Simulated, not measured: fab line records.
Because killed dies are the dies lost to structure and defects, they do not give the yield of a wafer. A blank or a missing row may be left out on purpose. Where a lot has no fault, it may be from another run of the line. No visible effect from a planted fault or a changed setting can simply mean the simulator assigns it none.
Which of the tools did it? | flow gf180mcu | 41 wafers from 14 lots sampled at 3 of the route's 602 steps

== WHAT THE GAUGES SHOWED, per wafer ==
GF_V2_THK_MEAS_03. Usual: V2_CVD_02_THK 846 nm, standard deviation 12.
lot  | measured     | on           | V2_CVD_02_THK (nm) | flag
L147 | day 19 02:07 | filmMetro-01 | 844 871            | 
L148 | day 19 07:34 | filmMetro-01 | 861 843 861        | 
L150 | day 20 00:19 | filmMetro-01 | 830 862 847        | 
L152 | day 20 22:25 | filmMetro-03 | 841 834 871        | 
L154 | day 22 02:22 | filmMetro-01 | 839 848 855        | 
L155 | day 22 03:01 | filmMetro-03 | 833 828 853        | 
L156 | day 22 18:02 | filmMetro-04 | 843 853 856        | 
L160 | day 23 21:43 | filmMetro-04 | 837 837 853        | 
L164 | day 25 05:17 | filmMetro-03 | 845 864 863        | 
L165 | day 25 08:26 | filmMetro-04 | 847 842 854        | 
L166 | day 25 23:55 | filmMetro-03 | 836 855 851        | 
L167 | day 26 05:31 | filmMetro-04 | 821 846 847        | 
L168 | day 26 18:43 | filmMetro-01 | 827 860 854        | 
L170 | day 27 05:55 | filmMetro-04 | 836 819 849        | 

GF_V2_OVL_MEAS_15. Usual: V2_OVL 3 nm, standard deviation 5.2.
lot  | measured     | on         | V2_OVL (nm) | flag
L147 | day 20 02:52 | overlay-01 | 6 8         | 
L148 | day 20 08:11 | overlay-02 | 3 2 -3      | 
L150 | day 21 00:36 | overlay-02 | 3 -2 4      | 
L152 | day 21 22:16 | overlay-01 | 12 9 5      | 
L154 | day 23 01:52 | overlay-02 | -3 3 1      | 
L155 | day 23 02:51 | overlay-01 | 2 3 2       | 
L156 | day 23 17:31 | overlay-02 | -6 -3 -5    | 
L160 | day 24 19:37 | overlay-02 | -3 4 -2     | 
L164 | day 26 03:28 | overlay-02 | 6 5 5       | 
L165 | day 26 05:55 | overlay-02 | -6 -7 -3    | 
L166 | day 26 21:40 | overlay-01 | 9 11 11     | 
L167 | day 27 02:13 | overlay-02 | 5 7 5       | 
L168 | day 27 15:22 | overlay-02 | 3 -2 0      | 
L170 | day 28 02:10 | overlay-01 | 7 11 8      | 

GF_V2_RS_MEAS_24: a four-point-probe measurement. Usual: V2_W_RS 0.328 ohm/sq, standard deviation 0.0034.
lot  | measured     | on           | V2_W_RS (ohm/sq)  | flag
L147 | day 20 03:47 | filmMetro-01 | 0.330 0.324       | 
L148 | day 20 09:28 | filmMetro-04 | 0.332 0.336 0.334 | 
L150 | day 21 01:55 | filmMetro-03 | 0.330 0.328 0.329 | 
L152 | day 21 23:13 | filmMetro-04 | 0.329 0.327 0.327 | 
L154 | day 23 02:49 | filmMetro-04 | 0.330 0.330 0.328 | 
L155 | day 23 03:47 | filmMetro-03 | 0.334 0.329 0.328 | 
L156 | day 23 18:27 | filmMetro-01 | 0.334 0.336 0.333 | 
L160 | day 24 20:32 | filmMetro-04 | 0.327 0.331 0.326 | 
L164 | day 26 04:32 | filmMetro-01 | 0.329 0.332 0.329 | 
L165 | day 26 06:50 | filmMetro-01 | 0.331 0.328 0.334 | 
L166 | day 26 22:36 | filmMetro-03 | 0.329 0.325 0.327 | 
L167 | day 27 03:09 | filmMetro-04 | 0.329 0.327 0.325 | 
L168 | day 27 16:17 | filmMetro-03 | 0.330 0.330 0.328 | 
L170 | day 28 03:04 | filmMetro-01 | 0.333 0.329 0.328 | 

== WHICH TOOL RAN EACH LOT (tool, then ch and the chambers of the sampled wafers, then the start) ==
The record holds no process step before these readings.

== WHAT THE TOOLS THEMSELVES READ (means of the sampled wafers that have a number; where no wafer has one, the mark that the record gives instead) ==
The record holds no such reading with a usual standard deviation.

== THE ANSWER, worked out from the rows above alone ==
Rule: take the mean of a lot's wafers that have a number; if it is more than 3 standard deviations from the usual mean, the lot is off. Also off: a lot with no number at a reading for which 4 or more lots have one. All remaining lots with rows at the step are treated as sound. After the gauges, taken in route order, come the tools' own readings; for these a lot's mean is taken, as printed above. The first step at which some lot is off is used, and at that step the reading that is off furthest; a lot without a number counts as furthest.
Nothing can be told from this: no lot is off at any reading shown.

== WHAT THE SIMULATOR HAD PUT IN ==
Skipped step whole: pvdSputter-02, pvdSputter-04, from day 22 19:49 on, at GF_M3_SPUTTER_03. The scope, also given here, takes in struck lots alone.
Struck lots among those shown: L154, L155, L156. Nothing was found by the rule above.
